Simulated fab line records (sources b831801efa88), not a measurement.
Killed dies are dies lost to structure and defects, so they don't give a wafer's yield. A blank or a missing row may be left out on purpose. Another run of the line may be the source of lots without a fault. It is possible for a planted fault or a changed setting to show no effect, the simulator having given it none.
Matching of chambers + flow gf180mcu + GF_V5_CMP_26 on cmp-02: 4 sister chambers
The step polishes, stops on SiO2, t overpolish 15 s, target thk 0 nm. 8 wafers are shown with their chamber, then 11 later ones without.

## WAFERS WITH THEIR CHAMBER
| wafer  | chamber | motor-current-A (A) | time-to-endpoint-s (s) |
|--------|---------|---------------------|------------------------|
| L567.1 | 2       | 9.8                 | 79                     |
| L576.6 | 2       | 9.8                 | 83                     |
| L579.5 | 1       | 9.9                 | 87                     |
| L579.6 | 0       | 11.6                | 84                     |
| L578.1 | 1       | 9.5                 | 81                     |
| L578.4 | 3       | 11.3                | 82                     |
| L578.6 | 3       | 11.0                | 82                     |
| L580.1 | 0       | 12.0                | 86                     |

## WAFERS WITH NO CHAMBER GIVEN
| wafer  | motor-current-A (A) | time-to-endpoint-s (s) |
|--------|---------------------|------------------------|
| L580.3 | 10.7                | 82                     |
| L580.5 | 10.2                | 86                     |
| L581.3 | 10.0                | 82                     |
| L581.4 | 9.8                 | 84                     |
| L581.6 | 11.4                | 83                     |
| L585.1 | 10.2                | 86                     |
| L585.4 | 11.1                | 85                     |
| L585.6 | 10.3                | 83                     |
| L586.3 | 11.3                | 85                     |
| L586.4 | 9.5                 | 84                     |
| L586.5 | 10.4                | 85                     |

## EACH ONE'S CHAMBER
| wafer  | from the rows above          | in truth                   |
|--------|------------------------------|----------------------------|
| L580.3 | 3                            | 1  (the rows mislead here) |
| L580.5 | can't be placed: 1 or 2      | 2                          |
| L581.3 | can't be placed: 2 or 1      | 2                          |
| L581.4 | can't be placed: 1 or 2      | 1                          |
| L581.6 | can't be placed: 3 or 0      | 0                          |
| L585.1 | can't be placed: 1 or 2      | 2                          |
| L585.4 | can't be placed: 3 or 0      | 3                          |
| L585.6 | can't be placed: 2 or 1 or 3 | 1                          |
| L586.3 | can't be placed: 3 or 0      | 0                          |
| L586.4 | can't be placed: 1 or 2      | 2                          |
| L586.5 | can't be placed: 2 or 1 or 3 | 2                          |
Correctly placed: 0 of 11. Can't be placed from these rows: 10 (the true chamber is among the candidates in 10). 1 placed wrongly.
How it was worked out, from the rows above alone: a wafer's distance from a chamber is the root of the sum, over the readings, of the square of ((its reading less the chamber's mean) divided by the reading's scatter). If the next closest chamber is less than 2 further off than the closest, the wafer can't be placed; otherwise it belongs to the closest. For every chamber, the mean is computed from those of its wafers that are shown. The scatter: the root of (the sum of the squares of (reading less its chamber's mean) over the shown wafers, divided by (wafers less chambers)).
